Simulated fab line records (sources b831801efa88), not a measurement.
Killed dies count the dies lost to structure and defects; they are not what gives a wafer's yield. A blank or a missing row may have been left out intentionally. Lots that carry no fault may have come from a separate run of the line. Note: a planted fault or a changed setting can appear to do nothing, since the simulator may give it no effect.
Struck lot and sound lot, side by side / flow sky130 / 17 steps out of a route of 708
Sound: these wafers, L382.3, L382.5, L382.6. Struck: wafers L391.4, L391.5 (left out: L391.1, a lot-mate that was not struck); the cause follows at the end.
Order at every step that has rows: each side's tool, ch and its chambers, its first start. Under that, the readings that differ: sound wafers / struck wafers / difference of the means / sigmas: that difference in standard deviations of wafers without a fault.
alike: readings whose means differ by less than 2 such deviations, and words and numbers that are the same on both sides. not compared: withheld readings, readings that some wafer has no value for, bounds like >300 that may hide the same value, and numbers for which the record gives no deviation and whose values overlap.
A row with sigmas, a row that says differs or no value, or rows on one side alone: a step with any of these is where the two part. Numbers that don't overlap but have no deviation are shown without sigmas and don't part them. A reading that every wafer of one side lacks parts them only if that side has two wafers or more.

first, 3 steps without rows for these wafers: SKY_VIA1_EXPOSE_09 (exposes mask VIM, target cd 150 nm); SKY_VIA1_PEB_10; SKY_VIA1_DEVELOP_11 (develop time 60 s).
SKY_VIA1_CD_MEAS_12 targets a cd of 150 nm.
  sound: cd sem-01 at day 35 17:54; struck: cd sem-02 at day 38 02:02
reading=cd nm (nm); sound=148.0 148.5 149.7; struck=151.3 152.2; difference=+3.0; sigmas=+2
SKY_VIA1_OVL_MEAS_13:
  sound: overlay-01 at day 35 17:59; struck: overlay-02 at day 38 02:10
  alike: VIA1_OVL
SKY_VIA1_ETCH_14: etches BARC in N2/H2, stops on SiO2, time 45.9 s, target depth 60 nm.
  sound on rie diel-02 ch 0,1, day 35 18:01; struck on rie diel-04 ch 0,1, day 38 02:11
  alike: drypump motor current A, oes product au, throttle valve pct
  not compared: rf hours counter h
SKY_VIA1_ETCH_15: etches SiO2 in C4F8/O2/Ar, stops on TiN, target depth 351 nm, time 54 s.
  sound on rie diel-02 ch 0,1, day 35 18:03; struck on rie diel-04 ch 0,1, day 38 02:14
  alike: oes product au
  not compared: rf hours counter h
SKY_VIA1_STRIP_16: strips in O2/N2.
  sound on plasma asher-03 ch 0,1, day 35 18:08; struck on plasma asher-01 ch 0,1, day 38 02:17
  alike: drypump motor current A, oes product au, strip time to endpoint s
  not compared: rf hours counter h
then, 3 steps without rows for these wafers: SKY_VIA1_STRIP_17 (strips in post etch residue remover, time 1200 s); SKY_VIA1_CLEAN_18 (cleans in IPA, time 180 s); SKY_VIA1_CLEAN_19 (cleans in O3/DIW).
SKY_VIA1_SPUTTER_20: material TiN, target thk 20 nm, time 80 s.
  sound: pvd sputter-01 at day 35 18:41; struck: pvd sputter-03 at day 38 02:53
  alike: throttle valve pct
SKY_VIA1_CVD_21: deposits W, target thk 270 nm, time 80.902 s.
  sound on cvd w-02 ch 0,1, day 35 18:47; struck on cvd w-02 ch 0, day 38 02:56
reading=model.W_of_VIA1_CVD_21.thk nm (nm); sound=267 267.1 276; struck=93.43 90.99; difference=-177.82; sigmas=
  alike: chamber pressure Torr, heater power w
SKY_VIA1_RS_MEAS_22: the measuring method here is four-point-probe.
  sound: film metro-02 at day 35 18:53; struck: film metro-01 at day 38 03:02
reading=VIA1_W_RS (ohm/sq); sound=0.431 0.432 0.418; struck=1.274 1.306; difference=+0.863; sigmas=+99 or more
SKY_VIA1_THK_MEAS_23: measures by xrf.
  sound: film metro-02 at day 35 18:59; struck: film metro-01 at day 38 03:10
reading=VIA1_W_THK (nm); sound=268 267 276; struck=94 91; difference=-178; sigmas=-46
SKY_VIA1_CMP_24: polishes, stops on SiO2, t overpolish 15 s, target thk 0 nm.
  sound on cmp-01 ch 0,2,3, day 35 19:11; struck on cmp-01 ch 1,3, day 38 03:13
reading=time to endpoint s (s); sound=63 66 69; struck=23 22; difference=-44; sigmas=-12
  alike: head pressure psi, motor current A, slurry filter dp kPa
SKY_METAL2_SPUTTER_00: material Ti, target thk 15 nm, time 10 s.
  sound: pvd sputter-04 at day 35 19:20; struck: pvd sputter-04 at day 38 03:31
  alike: throttle valve pct

== WHERE THEY PART ==
At SKY_VIA1_CD_MEAS_12 first; at SKY_VIA1_CMP_24 last (within this record only). Later steps at which nothing parts them and some readings are alike: SKY_METAL2_SPUTTER_00.

WHY: what had been put in by the simulator
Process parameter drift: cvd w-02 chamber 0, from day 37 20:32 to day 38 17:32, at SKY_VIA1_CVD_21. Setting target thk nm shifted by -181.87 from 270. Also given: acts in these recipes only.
